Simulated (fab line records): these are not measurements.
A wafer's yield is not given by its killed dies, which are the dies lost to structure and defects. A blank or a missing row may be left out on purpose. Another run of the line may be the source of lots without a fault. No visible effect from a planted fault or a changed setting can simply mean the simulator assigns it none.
fab line records    flow sky130
[record] lots = 6  wafers = 18  last-day = 49
route steps=708 shown POLY_CUT@314 SD_P@320 PAD_OPEN@708
lots untouched by any fault: they come from a run of this same line in which no faults occurred
start-h: hours from the record's first day to the start of the lot's first wafer shown    wait-h: hours from the lot's prior step to this one    " the same as in the row above    L1.1+2: a single row standing in for several wafers    - no value, or no start given    * or withheld: withheld    < > ~ a bound
route shown NAME@n: NAME is a module with steps in the file, n the number in the route of the first one    usual: average and standard deviation across the fault-free wafers    same: alike in all rows    chamber/n: place in a boat    sites: each site's reading    _std_site: the values' standard deviation    _edge_site: mean of outer sites minus mean of inner sites    radius-mm: for every site, how far away it sits from the centre of the wafer    mask NAME#n: copy n    behind: the tool/chamber that last shaped the wafer    hold: reason for holding the lot/hours on hold/outcome of the hold    device: the n, p or np transistor that did not switch    end of line: the route-end tests of the same wafers    where a step has no rows: the recipe by itself    killed: not the wafer's yield, but the dies lost to structure and defects at the first sort    map: shows each die of a wafer: x if killed, . if not, _ if none is there
set.NAME: setting as actually run; set.NAME@STEP: the setting as run at that earlier step    model.NAME: the simulator's own value behind a step, which no gauge read
lots at some steps of the route; a table a step, a row a wafer
services: the hour from which a tool's chamber was out of use, counted from the record's first day as start-h (under 0 if before that day), plus the number of hours and why
[[steps]]
[step SKY_POLY_CUT_DEVELOP_07]
[recipe] develop-time-s = 60  resist = KrF-thick  dev-temp-c = 21
[step SKY_POLY_CUT_CD_MEAS_08]
[recipe] target-cd-nm = 270
[usual] cd-nm = 269.7/1.5
lot.wafer  tool       chamber  start-h  wait-h  cd-nm
L536.3     cd-sem-01  -        611.76   -       269.8
L536.5     "          -        "        "       270.6
L536.6     "          -        "        "       270.8
L534.1     cd-sem-01  -        614.21   -       270.1
L534.4     "          -        "        "       269.7
L534.5     "          -        "        "       269.5
L543.1     cd-sem-02  -        666.71   -       268.1
L543.2     "          -        "        "       268.4
L543.6     "          -        "        "       267.3
L542.3     cd-sem-02  -        668.80   -       271.1
L542.4     "          -        "        "       272.6
L542.5     "          -        "        "       271.8
L544.2     cd-sem-02  -        670.10   -       269.1
L544.4     "          -        "        "       269.9
L544.6     "          -        "        "       268.0
L549.2     cd-sem-01  -        702.93   -       269.6
L549.3     "          -        "        "       269.2
L549.5     "          -        "        "       268.1
[step SKY_POLY_CUT_OVL_MEAS_09]
[usual] POLY_CUT_OVL = 7/6.8
lot.wafer  tool        chamber  start-h  wait-h  POLY_CUT_OVL[nm]
L536.3     overlay-01  -        611.85   0.1     8
L536.5     "           -        "        "       8
L536.6     "           -        "        "       18
L534.1     overlay-02  -        614.33   0.1     -4
L534.4     "           -        "        "       6
L534.5     "           -        "        "       5
L543.1     overlay-02  -        666.83   0.1     0
L543.2     "           -        "        "       -3
L543.6     "           -        "        "       5
L542.3     overlay-02  -        668.89   0.1     8
L542.4     "           -        "        "       -4
L542.5     "           -        "        "       11
L544.2     overlay-02  -        670.20   0.1     9
L544.4     "           -        "        "       10
L544.6     "           -        "        "       11
L549.2     overlay-01  -        703.03   0.1     13
L549.3     "           -        "        "       6
L549.5     "           -        "        "       11
[step SKY_POLY_CUT_ETCH_10]
[recipe] chemistry = N2/H2  target = BARC  ion-energy-ev = 200  source-w = 500  bias-w = 100  pressure-mtorr = 30  n2-flow-sccm = 100  h2-flow-sccm = 200  stop-on = SiO2  time-s = 45.9  target-depth-a = 600
[usual] drypump-motor-current-A = 5.6/0.5  oes-product-au = 0.855/0.0046  throttle-valve-pct = 13.226/0.0097
lot.wafer  tool         chamber  start-h  wait-h  drypump-motor-current-A  oes-product-au  rf-hours-counter-h  throttle-valve-pct
L536.3     rie-diel-01  1        611.87   0.0     5.1                      0.852           70                  13.218
L536.5     "            1        "        "       5.1                      0.851           -                   13.226
L536.6     "            0        "        "       5.6                      0.858           -                   13.218
L534.1     rie-diel-03  2        614.36   0.0     6.1                      0.855           18                  13.205
L534.4     "            1        "        "       5.7                      0.856           8                   13.231
L534.5     "            2        "        "       6.1                      0.857           -                   13.241
L543.1     rie-diel-03  3        666.86   0.0     5.6                      0.853           7                   13.231
L543.2     "            1        "        "       5.7                      0.857           10                  13.218
L543.6     "            1        "        "       5.7                      0.851           -                   13.218
L542.3     rie-diel-03  1        668.91   0.0     5.7                      0.862           10                  13.228
L542.4     "            2        "        "       6.0                      0.857           19                  13.244
L542.5     "            0        "        "       6.6                      0.856           -                   13.231
L544.2     rie-diel-01  0        670.23   0.0     5.6                      0.854           37                  13.219
L544.4     "            2        "        "       5.0                      0.850           14                  13.224
L544.6     "            2        "        "       5.0                      0.855           -                   13.225
L549.2     rie-diel-04  0        703.06   0.0     5.7                      0.855           12                  13.251
L549.3     "            1        "        "       5.3                      0.863           1                   13.227
L549.5     "            2        "        "       4.8                      0.863           -                   13.221
[step SKY_POLY_CUT_ETCH_11]
[recipe] target = Si3N4  chemistry = CF4/CH2F2/Ar  stop-on = poly-Si  source-w = 600  bias-w = 155.8  pressure-mtorr = 40  cf4-flow-sccm = 40  ch2f2-flow-sccm = 20  Ar_flow_sccm = 150  time-s = 42.5  target-depth-a = 600
[usual] drypump-motor-current-A = 5.6/0.5  oes-product-au = 0.833/0.0064  throttle-valve-pct = 14.994/0.0092
lot.wafer  tool         chamber  start-h  wait-h  drypump-motor-current-A  oes-product-au  rf-hours-counter-h  throttle-valve-pct
L536.3     rie-diel-01  1        611.91   0.0     5.1                      0.829           70                  14.989
L536.5     "            1        "        "       5.1                      0.836           -                   14.990
L536.6     "            0        "        "       5.5                      0.840           -                   14.985
L534.1     rie-diel-03  2        614.40   0.0     6.1                      0.841           18                  15.001
L534.4     "            1        "        "       5.7                      0.838           8                   14.996
L534.5     "            2        "        "       6.1                      0.838           -                   15.010
L543.1     rie-diel-03  3        666.90   0.0     5.6                      0.831           7                   14.997
L543.2     "            1        "        "       5.7                      0.834           10                  14.992
L543.6     "            1        "        "       5.7                      0.838           -                   14.986
L542.3     rie-diel-03  1        668.95   0.0     5.7                      0.830           10                  14.988
L542.4     "            2        "        "       6.1                      0.827           19                  14.999
L542.5     "            0        "        "       6.6                      0.836           -                   14.994
L544.2     rie-diel-01  0        670.27   0.0     5.6                      0.825           37                  15.000
L544.4     "            2        "        "       5.0                      0.834           14                  14.997
L544.6     "            2        "        "       5.0                      0.827           -                   14.994
L549.2     rie-diel-04  0        703.10   0.0     5.7                      0.831           12                  14.999
L549.3     "            1        "        "       5.3                      0.825           1                   14.981
L549.5     "            2        "        "       4.8                      0.839           -                   15.003
[step SKY_POLY_CUT_STRIP_12]
[recipe] chemistry = O2/N2  power-w = 1400  pressure-mtorr = 1500  platen-temp-c = withheld  o2-flow-sccm = 3000  n2-flow-sccm = 300  overash-fraction = 0.5
[usual] drypump-motor-current-A = 5.7/0.42  o2-flow-sccm = 3001/9.2  oes-product-au = 0.453/0.0046  strip-time-to-endpoint-s = 5.373/0.016
lot.wafer  tool             chamber  start-h  wait-h  drypump-motor-current-A  o2-flow-sccm  oes-product-au  rf-hours-counter-h  strip-time-to-endpoint-s
L536.3     plasma-asher-03  1        611.99   0.1     6.5                      2994          0.452           -                   5.367
L536.5     "                1        "        "       6.5                      2997          0.456           -                   5.359
L536.6     "                0        "        "       5.8                      2997          0.458           -                   5.347
L534.1     plasma-asher-01  0        614.44   0.0     6.0                      2998          0.449           75                  5.353
L534.4     "                1        "        "       5.5                      2997          0.449           -                   5.353
L534.5     "                1        "        "       5.5                      2994          0.457           -                   5.380
L543.1     plasma-asher-01  0        666.94   0.0     6.0                      3008          0.457           81                  5.378
L543.2     "                1        "        "       5.5                      2995          0.452           81                  5.339
L543.6     "                0        "        "       5.9                      2982          0.448           -                   5.361
L542.3     plasma-asher-02  0        669.03   0.1     5.0                      2996          0.443           -                   5.394
L542.4     "                1        "        "       5.5                      3005          0.448           -                   5.393
L542.5     "                0        "        "       5.0                      2993          0.456           -                   5.374
L544.2     plasma-asher-01  0        670.31   0.0     5.9                      3022          0.447           81                  5.380
L544.4     "                0        "        "       5.9                      3004          0.452           -                   5.393
L544.6     "                1        "        "       5.5                      3002          0.447           -                   5.384
L549.2     plasma-asher-02  1        703.14   0.0     5.5                      3002          0.447           61                  5.377
L549.3     "                1        "        "       5.5                      3006          0.458           -                   5.375
L549.5     "                0        "        "       5.0                      2993          0.445           -                   5.360
[step SKY_SD_P_DEHYDRATE_00]
[recipe] temp-c = 200  time-s = 60
[step SKY_SD_P_HMDS_01]
[recipe] prime-time-s = 60  prime-temp-c = 120
[step SKY_SD_P_COAT_02]
[recipe] resist = NOVOLAK  spin-rpm = 3000  resist-thk-nm = 1140
[step SKY_SD_P_SOFTBAKE_03]
[recipe] temp-c = 90  time-s = 60  resist = NOVOLAK
[step SKY_SD_P_EXPOSE_04]
[recipe] mask-id = PSDM  na = 0.6  source-shape = conventional  sigma-outer = 0.6  polarization = unpolarized  target-cd-nm = 380  dose-mj = 138
[step SKY_SD_P_PEB_05]
[recipe] temp-c = withheld  time-s = *  resist = NOVOLAK
[step SKY_SD_P_DEVELOP_06]
[recipe] resist = NOVOLAK  developer = TMAH  develop-time-s = 60  dev-temp-c = 23
lot.wafer   tool            chamber  start-h  wait-h
L536.3+5+6  litho-track-03  0        640.86   0.1
L534.1+4+5  litho-track-02  0        643.83   0.1
L543.1+2+6  litho-track-03  0        695.06   0.1
L542.3+4+5  litho-track-03  0        697.41   0.1
L544.2+4+6  litho-track-01  0        698.69   0.1
L549.2+3+5  litho-track-02  0        730.95   0.1
[step SKY_SD_P_CD_MEAS_07]
[recipe] target-cd-nm = 380
[usual] cd-nm = 379.4/2.5
lot.wafer  tool       chamber  start-h  wait-h  cd-nm
L536.3     cd-sem-02  -        641.00   0.1     378.5
L536.5     "          -        "        "       379.1
L536.6     "          -        "        "       379.6
L534.1     cd-sem-01  -        643.98   0.1     379.0
L534.4     "          -        "        "       380.2
L534.5     "          -        "        "       381.0
L543.1     cd-sem-01  -        695.21   0.1     275.5
L543.2     "          -        "        "       275.0
L543.6     "          -        "        "       275.9
L542.3     cd-sem-02  -        697.55   0.1     268.2
L542.4     "          -        "        "       268.9
L542.5     "          -        "        "       270.7
L544.2     cd-sem-01  -        698.84   0.1     375.4
L544.4     "          -        "        "       375.9
L544.6     "          -        "        "       375.8
L549.2     cd-sem-01  -        731.10   0.1     381.5
L549.3     "          -        "        "       380.3
L549.5     "          -        "        "       377.5
[step SKY_SD_P_OVL_MEAS_08]
[usual] SD_P_OVL = 0.2/1.3
lot.wafer  tool        chamber  start-h  wait-h  SD_P_OVL[nm]
L536.3     overlay-01  -        641.09   0.1     1.3
L536.5     "           -        "        "       0.0
L536.6     "           -        "        "       2.1
L534.1     overlay-01  -        644.10   0.1     0.2
L534.4     "           -        "        "       1.3
L534.5     "           -        "        "       -0.4
L543.1     overlay-01  -        695.33   0.1     0.1
L543.2     "           -        "        "       1.2
L543.6     "           -        "        "       0.7
L542.3     overlay-02  -        697.64   0.1     -0.8
L542.4     "           -        "        "       -0.9
L542.5     "           -        "        "       -0.1
L544.2     overlay-01  -        698.94   0.1     -1.5
L544.4     "           -        "        "       0.3
L544.6     "           -        "        "       -0.7
L549.2     overlay-01  -        731.20   0.1     0.8
L549.3     "           -        "        "       -0.8
L549.5     "           -        "        "       -0.5
[step SKY_PAD_OPEN_PROBE_99]
[usual] killed_at_M0_to_M3 = 43/7.5  killed_at_M4_up = 2.8/1.8  killed-at-contacts = 24/5.3  killed-at-front-end = 14/4.2  killed-at-other = 0.3/0.54  killed-dies = 84/9.4  killed-open = 46/7.1  killed-short = 38/6.6
[same] gross-dies = 492  killed-at-back-side = 0
lot.wafer  tool       chamber  start-h  wait-h  killed_at_M0_to_M3  killed_at_M4_up  killed-at-contacts  killed-at-front-end  killed-at-other  killed-dies  killed-open  killed-short
L536.3     prober-02  -        1115.53  0.2     20                  0                34                  11                   0                65           39           26
L536.5     prober-02  -        1115.63  0.2     36                  2                21                  14                   1                74           42           32
L536.6     prober-02  -        1115.68  0.2     35                  6                27                  15                   0                83           42           41
L534.1     prober-02  -        1120.46  0.1     43                  2                24                  16                   0                85           44           41
L534.4     prober-02  -        1120.61  0.2     46                  0                30                  15                   0                91           40           51
L534.5     prober-02  -        1120.66  0.2     40                  1                23                  10                   0                74           39           35
L544.2     prober-01  -        1153.89  0.1     41                  3                16                  14                   0                74           42           30
L544.4     prober-01  -        1153.99  0.2     40                  6                19                  15                   1                81           47           33
L544.6     prober-01  -        1154.09  0.2     43                  4                30                  8                    1                86           38           48
L542.3     prober-02  -        1154.23  0.4     39                  1                30                  10                   0                80           40           39
L542.4     prober-02  -        1154.28  0.4     37                  6                31                  12                   1                87           51           36
L542.5     prober-02  -        1154.33  0.5     32                  2                26                  13                   0                73           46           27
L549.2     prober-01  -        1172.35  0.1     45                  2                24                  20                   0                91           49           40
L549.3     prober-01  -        1172.40  0.2     47                  2                19                  10                   1                79           42           36
L549.5     prober-01  -        1172.50  0.2     36                  3                35                  14                   0                88           46           42
// killed by level:class
L536.3 LI_CONTACT:geometric-particle:open=12 CONTACT:geometric-particle:open=10 LOCAL_INTERCONNECT:geometric-particle:short=5 VIA1:geometric-particle:open=5 CONTACT:geometric-particle:short=4 FIELD_ISO:geometric-particle:open=3 FIELD_ISO:geometric-particle:short=3 METAL1:geometric-particle:short=3
L536.5 VIA2:geometric-particle:open=9 VIA1:geometric-particle:open=9 CONTACT:geometric-particle:open=8 LI_CONTACT:geometric-particle:open=6 POLY_GATE:geometric-particle:short=5 LI_CONTACT:geometric-particle:short=4 METAL1:geometric-particle:short=4 VIA2:geometric-particle:short=4
L536.6 CONTACT:geometric-particle:open=10 VIA1:geometric-particle:open=9 CONTACT:geometric-particle:short=8 POLY_GATE:geometric-particle:open=6 LI_CONTACT:geometric-particle:open=6 METAL1:geometric-particle:short=6 POLY_GATE:geometric-particle:short=5 VIA2:geometric-particle:open=5
L534.1 VIA1:geometric-particle:open=9 LI_CONTACT:geometric-particle:open=8 METAL2:geometric-particle:short=8 CONTACT:geometric-particle:open=7 METAL1:geometric-particle:short=7 FIELD_ISO:geometric-particle:short=5 POLY_GATE:geometric-particle:open=5 VIA2:geometric-particle:open=5
L534.4 METAL1:geometric-particle:short=12 VIA1:geometric-particle:open=11 CONTACT:geometric-particle:short=10 LI_CONTACT:geometric-particle:open=8 CONTACT:geometric-particle:open=6 METAL2:geometric-particle:short=6 LI_CONTACT:geometric-particle:short=4 VIA1:geometric-particle:short=4
L534.5 VIA1:geometric-particle:open=10 CONTACT:geometric-particle:open=9 METAL1:geometric-particle:short=6 CONTACT:geometric-particle:short=5 VIA2:geometric-particle:open=5 FIELD_ISO:geometric-particle:open=4 LI_CONTACT:geometric-particle:open=4 VIA1:geometric-particle:short=4
L544.2 VIA1:geometric-particle:open=10 LI_CONTACT:geometric-particle:open=8 VIA3:geometric-particle:open=7 VIA2:geometric-particle:open=7 CONTACT:geometric-particle:open=5 FIELD_ISO:geometric-particle:short=4 VIA1:geometric-particle:short=4 POLY_GATE:geometric-particle:open=3
L544.4 VIA1:geometric-particle:open=12 VIA2:geometric-particle:open=8 CONTACT:geometric-particle:open=7 METAL1:geometric-particle:short=6 LI_CONTACT:geometric-particle:open=5 METAL4:geometric-particle:short=5 POLY_GATE:geometric-particle:open=4 VIA3:geometric-particle:open=4
L544.6 CONTACT:geometric-particle:short=8 VIA1:geometric-particle:open=7 CONTACT:geometric-particle:open=6 METAL1:geometric-particle:short=6 LI_CONTACT:geometric-particle:open=5 LI_CONTACT:geometric-particle:short=5 LOCAL_INTERCONNECT:geometric-particle:short=5 VIA3:geometric-particle:short=5
L542.3 LI_CONTACT:geometric-particle:open=8 LOCAL_INTERCONNECT:geometric-particle:short=7 VIA2:geometric-particle:open=7 VIA3:geometric-particle:open=7 CONTACT:geometric-particle:short=6 VIA1:geometric-particle:open=6 CONTACT:geometric-particle:open=5 METAL3:geometric-particle:short=4
L542.4 LI_CONTACT:geometric-particle:open=9 VIA1:geometric-particle:open=9 LOCAL_INTERCONNECT:geometric-particle:short=8 CONTACT:geometric-particle:open=8 VIA3:geometric-particle:open=7 VIA2:geometric-particle:open=6 LI_CONTACT:geometric-particle:short=5 METAL4:geometric-particle:short=5
L542.5 LI_CONTACT:geometric-particle:open=8 VIA1:geometric-particle:open=7 VIA2:geometric-particle:open=7 VIA3:geometric-particle:open=7 CONTACT:geometric-particle:open=6 LOCAL_INTERCONNECT:geometric-particle:short=4 FIELD_ISO:geometric-particle:open=3 POLY_GATE:geometric-particle:short=3
L549.2 VIA1:geometric-particle:open=14 CONTACT:geometric-particle:open=10 VIA2:geometric-particle:open=8 SPACER:geometric-particle:short=6 CONTACT:geometric-particle:short=6 METAL2:geometric-particle:short=6 LI_CONTACT:geometric-particle:open=5 METAL1:geometric-particle:short=5
L549.3 VIA1:geometric-particle:open=8 CONTACT:geometric-particle:open=7 VIA2:geometric-particle:open=7 LI_CONTACT:geometric-particle:open=6 METAL2:geometric-particle:short=6 METAL1:geometric-particle:short=5 VIA2:geometric-particle:short=5 METAL1:geometric-particle:open=4
L549.5 CONTACT:geometric-particle:open=10 LI_CONTACT:geometric-particle:open=9 LOCAL_INTERCONNECT:geometric-particle:short=7 CONTACT:geometric-particle:short=7 POLY_GATE:geometric-particle:open=6 VIA1:geometric-particle:open=5 METAL1:geometric-particle:short=5 VIA2:geometric-particle:open=5
[[services]]
tool             chamber  start-h  hours  kind
plasma-asher-02  -        595.22   2.8    pm
rie-diel-03      3        600.64   6.5    repair
rie-diel-04      2        607.31   1.8    repair
litho-track-03   -        626.52   -      consumable-replace:filter
rie-diel-01      1        627.00   -      clean
rie-diel-01      1        627.00   20.9   scheduled-down
rie-diel-01      1        627.00   20.9   vent-cycle
rie-diel-03      0        630.80   16.6   repair
rie-diel-04      1        634.65   -      clean
rie-diel-04      1        634.65   18.1   scheduled-down
rie-diel-04      1        634.65   18.1   vent-cycle
rie-diel-04      3        698.89   -      clean
rie-diel-04      3        698.89   15.6   scheduled-down
rie-diel-04      3        698.89   15.6   vent-cycle
rie-diel-03      0        707.07   7.1    repair
rie-diel-04      1        713.55   10.0   repair
rie-diel-03      1        723.45   1.3    repair
rie-diel-04      2        723.58   -      clean
rie-diel-04      2        723.58   15.1   scheduled-down
rie-diel-04      2        723.58   15.1   vent-cycle
rie-diel-03      3        724.88   8.2    repair
[[key]]
[first-sign] step = SKY_SD_P_CD_MEAS_07  reading = cd-nm  direction = down  sigmas = 43  usual = 379.4  struck = 272.4
effect none on later readings
met-at SKY_SD_P_DEVELOP_06
struck-wafers L542.3,L542.4,L542.5,L543.1,L543.2,L543.6
rows-end L543.1,L543.2,L543.6
tester-left-out L542
onset-between 640.86 695.06
also-fits SKY_POLY_CUT_ETCH_10:rie-diel-03,SKY_POLY_CUT_ETCH_11:rie-diel-03
[fault] kind = process-parameter-drift  tool = litho-track-03  chamber = -  onset-h = 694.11  steps = SKY_SD_P_DEVELOP_06  channel = develop-time-s  offset = *  shape = step  end-h = 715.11  acts-in = *  stated = *
// tester-left-out: of these lots the tester's yield and bins aren't shown, on N5 and GAA mostly nor the transistor test; their killed dies are dies lost to structure and defects alone, not to doping, threshold or leakage, so they don't give the yield
// rows-end: these wafers met a further fault down the route, and their rows from its step on are left out
